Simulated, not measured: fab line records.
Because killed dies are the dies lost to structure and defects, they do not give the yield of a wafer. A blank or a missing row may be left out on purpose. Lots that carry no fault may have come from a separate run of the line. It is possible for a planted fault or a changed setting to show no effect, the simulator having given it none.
What tool caused it? :: flow gf180mcu :: 36 wafers from 12 lots sampled at 5 of the route's 602 steps

WHAT EACH GAUGE READ, for each wafer
GF_PASSIVATION_THK_MEAS_01. Usual: PASSIVATION_CVD_00_THK typically reads 993 nm, with standard deviation 18.
lot: L222
measured: day 28 11:37
on: film_metro-01
PASSIVATION_CVD_00_THK (nm): 971 969 993
flag: 

lot: L223
measured: day 28 19:43
on: film_metro-03
PASSIVATION_CVD_00_THK (nm): 971 969 1028
flag: 

lot: L225
measured: day 29 12:53
on: film_metro-03
PASSIVATION_CVD_00_THK (nm): 986 988 1009
flag: 

lot: L226
measured: day 29 21:36
on: film_metro-01
PASSIVATION_CVD_00_THK (nm): 995 1027 992
flag: 

lot: L228
measured: day 30 10:43
on: film_metro-01
PASSIVATION_CVD_00_THK (nm): 998 982 1032
flag: 

lot: L230
measured: day 31 03:05
on: film_metro-01
PASSIVATION_CVD_00_THK (nm): 964 979 990
flag: 

lot: L232
measured: day 31 08:17
on: film_metro-03
PASSIVATION_CVD_00_THK (nm): 970 989 991
flag: 

lot: L233
measured: day 31 15:55
on: film_metro-02
PASSIVATION_CVD_00_THK (nm): 968 986 1014
flag: 

lot: L241
measured: day 33 17:02
on: film_metro-01
PASSIVATION_CVD_00_THK (nm): 1100 1122 1089
flag: OFF

lot: L240
measured: day 33 17:47
on: film_metro-02
PASSIVATION_CVD_00_THK (nm): 1133 1115 1089
flag: OFF

lot: L242
measured: day 34 01:03
on: film_metro-01
PASSIVATION_CVD_00_THK (nm): 985 1038 1025
flag: 

lot: L243
measured: day 34 02:44
on: film_metro-02
PASSIVATION_CVD_00_THK (nm): 1016 1002 977
flag: 

TOOL THAT RAN EACH LOT (tool first, then ch and the chambers of the sampled wafers, then the start)
lot: L222
GF_MIM_METAL_ETCH_19: rie_metal-01 ch 0,1, day 25 17:39
GF_V5_SPUTTER_22: pvd_sputter-02, day 27 13:22
GF_TOP_METAL_SPUTTER_03: pvd_sputter-01, day 27 14:25
GF_PASSIVATION_CVD_00: pecvd-03 ch 0,1,2, day 28 11:33

lot: L223
GF_MIM_METAL_ETCH_19: rie_metal-02 ch 1, day 26 02:34
GF_V5_SPUTTER_22: pvd_sputter-04, day 27 22:08
GF_TOP_METAL_SPUTTER_03: pvd_sputter-01, day 27 23:08
GF_PASSIVATION_CVD_00: pecvd-01 ch 0,1,2, day 28 19:38

lot: L225
GF_MIM_METAL_ETCH_19: rie_metal-03 ch 0, day 26 21:31
GF_V5_SPUTTER_22: pvd_sputter-02, day 28 15:55
GF_TOP_METAL_SPUTTER_03: pvd_sputter-04, day 28 16:43
GF_PASSIVATION_CVD_00: pecvd-02 ch 0,1,2, day 29 12:49

lot: L226
GF_MIM_METAL_ETCH_19: rie_metal-03 ch 0,1, day 27 05:58
GF_V5_SPUTTER_22: pvd_sputter-03, day 29 00:26
GF_TOP_METAL_SPUTTER_03: pvd_sputter-01, day 29 01:29
GF_PASSIVATION_CVD_00: pecvd-02 ch 1,2, day 29 21:28

lot: L228
GF_MIM_METAL_ETCH_19: rie_metal-01 ch 0,1, day 27 20:21
GF_V5_SPUTTER_22: pvd_sputter-02, day 29 13:56
GF_TOP_METAL_SPUTTER_03: pvd_sputter-01, day 29 14:44
GF_PASSIVATION_CVD_00: pecvd-01 ch 0,1,2, day 30 10:38

lot: L230
GF_MIM_METAL_ETCH_19: rie_metal-01 ch 1, day 28 14:52
GF_V5_SPUTTER_22: pvd_sputter-04, day 30 07:06
GF_TOP_METAL_SPUTTER_03: pvd_sputter-02, day 30 07:54
GF_PASSIVATION_CVD_00: pecvd-03 ch 0,1,2, day 31 03:01

lot: L232
GF_MIM_METAL_ETCH_19: rie_metal-02 ch 0,1, day 28 19:53
GF_V5_SPUTTER_22: pvd_sputter-04, day 30 12:31
GF_TOP_METAL_SPUTTER_03: pvd_sputter-01, day 30 13:19
GF_PASSIVATION_CVD_00: pecvd-03 ch 1,2, day 31 08:11

lot: L233
GF_MIM_METAL_ETCH_19: rie_metal-03 ch 0,1, day 29 05:07
GF_V5_SPUTTER_22: pvd_sputter-04, day 30 20:47
GF_TOP_METAL_SPUTTER_03: pvd_sputter-02, day 30 21:35
GF_PASSIVATION_CVD_00: pecvd-02 ch 0,1,2, day 31 15:50

lot: L241
GF_MIM_METAL_ETCH_19: rie_metal-03 ch 0,1, day 31 10:46
GF_V5_SPUTTER_22: pvd_sputter-03, day 32 22:47
GF_TOP_METAL_SPUTTER_03: pvd_sputter-01, day 32 23:35
GF_PASSIVATION_CVD_00: pecvd-01 ch 0,1,2, day 33 16:58

lot: L240
GF_MIM_METAL_ETCH_19: rie_metal-02 ch 0,1, day 31 12:04
GF_V5_SPUTTER_22: pvd_sputter-02, day 33 00:18
GF_TOP_METAL_SPUTTER_03: pvd_sputter-02, day 33 01:06
GF_PASSIVATION_CVD_00: pecvd-01 ch 0,1,2, day 33 17:43

lot: L242
GF_MIM_METAL_ETCH_19: rie_metal-02 ch 0,1, day 31 20:40
GF_V5_SPUTTER_22: pvd_sputter-02, day 33 08:35
GF_TOP_METAL_SPUTTER_03: pvd_sputter-02, day 33 09:24
GF_PASSIVATION_CVD_00: pecvd-02 ch 0,1,2, day 34 00:58

lot: L243
GF_MIM_METAL_ETCH_19: rie_metal-03 ch 0,1, day 31 22:40
GF_V5_SPUTTER_22: pvd_sputter-03, day 33 09:42
GF_TOP_METAL_SPUTTER_03: pvd_sputter-02, day 33 10:30
GF_PASSIVATION_CVD_00: pecvd-02 ch 0,1,2, day 34 02:39
- GF_MIM_METAL_ETCH_19: etches the open film in Cl2/BCl3, stops on Si3N4, target depth 324.5 nm, time 54.1 s.
- GF_V5_SPUTTER_22: material TiN, target thk 10 nm, time 40 s.
- GF_TOP_METAL_SPUTTER_03: material Ti, target thk 5 nm, time 3.3 s.
- GF_PASSIVATION_CVD_00: deposits SiO2 from TEOS, target thk 1000 nm, time 111.95 s.

WHAT THE TOOLS THEMSELVES READ (means of the sampled wafers that have a number; where no wafer has one, the mark that the record gives instead)
GF_MIM_METAL_ETCH_19. Usual: drypump_motor_current_A 5.8 A, standard deviation 0.31; oes_product_au 0.939 a.u., standard deviation 0.007; throttle_valve_pct 28.286 %, standard deviation 0.011.
lot: L222
tool: rie_metal-01
drypump_motor_current_A (A): 6.3
oes_product_au (a.u.): 0.944
throttle_valve_pct (%): 28.282
flag: 

lot: L223
tool: rie_metal-02
drypump_motor_current_A (A): 5.7
oes_product_au (a.u.): 0.938
throttle_valve_pct (%): 28.292
flag: 

lot: L225
tool: rie_metal-03
drypump_motor_current_A (A): 5.3
oes_product_au (a.u.): 0.948
throttle_valve_pct (%): 28.285
flag: 

lot: L226
tool: rie_metal-03
drypump_motor_current_A (A): 5.5
oes_product_au (a.u.): 0.937
throttle_valve_pct (%): 28.295
flag: 

lot: L228
tool: rie_metal-01
drypump_motor_current_A (A): 6.1
oes_product_au (a.u.): 0.940
throttle_valve_pct (%): 28.290
flag: 

lot: L230
tool: rie_metal-01
drypump_motor_current_A (A): 6.1
oes_product_au (a.u.): 0.933
throttle_valve_pct (%): 28.294
flag: 

lot: L232
tool: rie_metal-02
drypump_motor_current_A (A): 5.9
oes_product_au (a.u.): 0.943
throttle_valve_pct (%): 28.274
flag: 

lot: L233
tool: rie_metal-03
drypump_motor_current_A (A): 5.7
oes_product_au (a.u.): 0.949
throttle_valve_pct (%): 28.277
flag: 

lot: L241
tool: rie_metal-03
drypump_motor_current_A (A): 5.5
oes_product_au (a.u.): 0.940
throttle_valve_pct (%): 28.280
flag: 

lot: L240
tool: rie_metal-02
drypump_motor_current_A (A): 5.8
oes_product_au (a.u.): 0.941
throttle_valve_pct (%): 28.291
flag: 

lot: L242
tool: rie_metal-02
drypump_motor_current_A (A): 5.8
oes_product_au (a.u.): 0.939
throttle_valve_pct (%): 28.292
flag: 

lot: L243
tool: rie_metal-03
drypump_motor_current_A (A): 5.5
oes_product_au (a.u.): 0.943
throttle_valve_pct (%): 28.288
flag: 

GF_V5_SPUTTER_22. Usual: throttle_valve_pct 30.4 %, standard deviation 1.1.
lot: L222
tool: pvd_sputter-02
throttle_valve_pct (%): 30.0
flag: 

lot: L223
tool: pvd_sputter-04
throttle_valve_pct (%): 30.4
flag: 

lot: L225
tool: pvd_sputter-02
throttle_valve_pct (%): 30.1
flag: 

lot: L226
tool: pvd_sputter-03
throttle_valve_pct (%): 29.6
flag: 

lot: L228
tool: pvd_sputter-02
throttle_valve_pct (%): 30.4
flag: 

lot: L230
tool: pvd_sputter-04
throttle_valve_pct (%): 29.8
flag: 

lot: L232
tool: pvd_sputter-04
throttle_valve_pct (%): 30.2
flag: 

lot: L233
tool: pvd_sputter-04
throttle_valve_pct (%): 30.3
flag: 

lot: L241
tool: pvd_sputter-03
throttle_valve_pct (%): 31.7
flag: 

lot: L240
tool: pvd_sputter-02
throttle_valve_pct (%): 30.4
flag: 

lot: L242
tool: pvd_sputter-02
throttle_valve_pct (%): 30.2
flag: 

lot: L243
tool: pvd_sputter-03
throttle_valve_pct (%): 29.8
flag: 

GF_TOP_METAL_SPUTTER_03. Usual: throttle_valve_pct 29.9 %, standard deviation 0.97.
lot: L222
tool: pvd_sputter-01
throttle_valve_pct (%): 29.6
flag: 

lot: L223
tool: pvd_sputter-01
throttle_valve_pct (%): 30.0
flag: 

lot: L225
tool: pvd_sputter-04
throttle_valve_pct (%): 31.0
flag: 

lot: L226
tool: pvd_sputter-01
throttle_valve_pct (%): 29.8
flag: 

lot: L228
tool: pvd_sputter-01
throttle_valve_pct (%): 29.1
flag: 

lot: L230
tool: pvd_sputter-02
throttle_valve_pct (%): 30.8
flag: 

lot: L232
tool: pvd_sputter-01
throttle_valve_pct (%): 28.7
flag: 

lot: L233
tool: pvd_sputter-02
throttle_valve_pct (%): 31.2
flag: 

lot: L241
tool: pvd_sputter-01
throttle_valve_pct (%): 29.5
flag: 

lot: L240
tool: pvd_sputter-02
throttle_valve_pct (%): 30.1
flag: 

lot: L242
tool: pvd_sputter-02
throttle_valve_pct (%): 30.1
flag: 

lot: L243
tool: pvd_sputter-02
throttle_valve_pct (%): 30.3
flag: 

GF_PASSIVATION_CVD_00. Usual: heater_power_w 663 W, standard deviation 100; rf_fwd_power_W 596.3 W, standard deviation 2; susceptor_temp_C 399.97 C, standard deviation 0.24.
lot: L222
tool: pecvd-03
heater_power_w (W): 721
rf_fwd_power_W (W): 596.4
susceptor_temp_C (C): 399.99
flag: 

lot: L223
tool: pecvd-01
heater_power_w (W): 673
rf_fwd_power_W (W): 597.7
susceptor_temp_C (C): 399.94
flag: 

lot: L225
tool: pecvd-02
heater_power_w (W): 582
rf_fwd_power_W (W): 594.5
susceptor_temp_C (C): 399.66
flag: 

lot: L226
tool: pecvd-02
heater_power_w (W): 624
rf_fwd_power_W (W): 598.0
susceptor_temp_C (C): 400.03
flag: 

lot: L228
tool: pecvd-01
heater_power_w (W): 607
rf_fwd_power_W (W): 595.8
susceptor_temp_C (C): 399.68
flag: 

lot: L230
tool: pecvd-03
heater_power_w (W): 740
rf_fwd_power_W (W): 594.7
susceptor_temp_C (C): 400.10
flag: 

lot: L232
tool: pecvd-03
heater_power_w (W): 732
rf_fwd_power_W (W): 595.7
susceptor_temp_C (C): 399.65
flag: 

lot: L233
tool: pecvd-02
heater_power_w (W): 569
rf_fwd_power_W (W): 597.1
susceptor_temp_C (C): 400.04
flag: 

lot: L241
tool: pecvd-01
heater_power_w (W): 551
rf_fwd_power_W (W): 835.6
susceptor_temp_C (C): 399.98
flag: OFF

lot: L240
tool: pecvd-01
heater_power_w (W): 584
rf_fwd_power_W (W): 836.4
susceptor_temp_C (C): 399.89
flag: OFF

lot: L242
tool: pecvd-02
heater_power_w (W): 511
rf_fwd_power_W (W): 596.1
susceptor_temp_C (C): 400.12
flag: 

lot: L243
tool: pecvd-02
heater_power_w (W): 593
rf_fwd_power_W (W): 597.1
susceptor_temp_C (C): 400.16
flag: 

THE ANSWER, worked out from the rows above alone
Rule: take the mean of a lot's wafers that have a number; if it is more than 3 standard deviations from the usual mean, the lot is off. Also off: a lot with no number at a reading for which 4 or more lots have one. The other lots that the step has rows for count as sound. The gauges are gone through in route order, then the tools' own readings, and for those a lot's mean is taken as printed above. The first step at which some lot is off is used, and at that step the reading that is off furthest; a lot without a number counts as furthest.
Off: L241, L240, at GF_PASSIVATION_THK_MEAS_01 (PASSIVATION_CVD_00_THK).
If a tool, at a process step before that reading, ran all the lots that are off and no sound lot after the first of them, it fits. Not tried: the gauges at GF_PASSIVATION_THK_MEAS_01; whatever is off there is also off at GF_PASSIVATION_CVD_00, on other tools, and gauge error can't account for it. One fits: GF_PASSIVATION_CVD_00 on pecvd-01. Its last sound lot is L228 (day 30 10:38), its first lot that is off L241 (day 33 16:58): a fault that began between those two fits.
The tool's own readings at GF_PASSIVATION_CVD_00 bear it out: on the lots that are off they differ by more than 5 times the standard deviation of the sound lots' means. rf_fwd_power_W reads 836.0 W there against 596.3 W on the sound lots.

WHAT THE SIMULATOR HAD INSERTED
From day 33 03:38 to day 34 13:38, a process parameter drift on pecvd-01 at GF_PASSIVATION_CVD_00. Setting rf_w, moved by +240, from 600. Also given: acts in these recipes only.
Struck lots among those shown: L241, L240. The rule above reached the same finding.
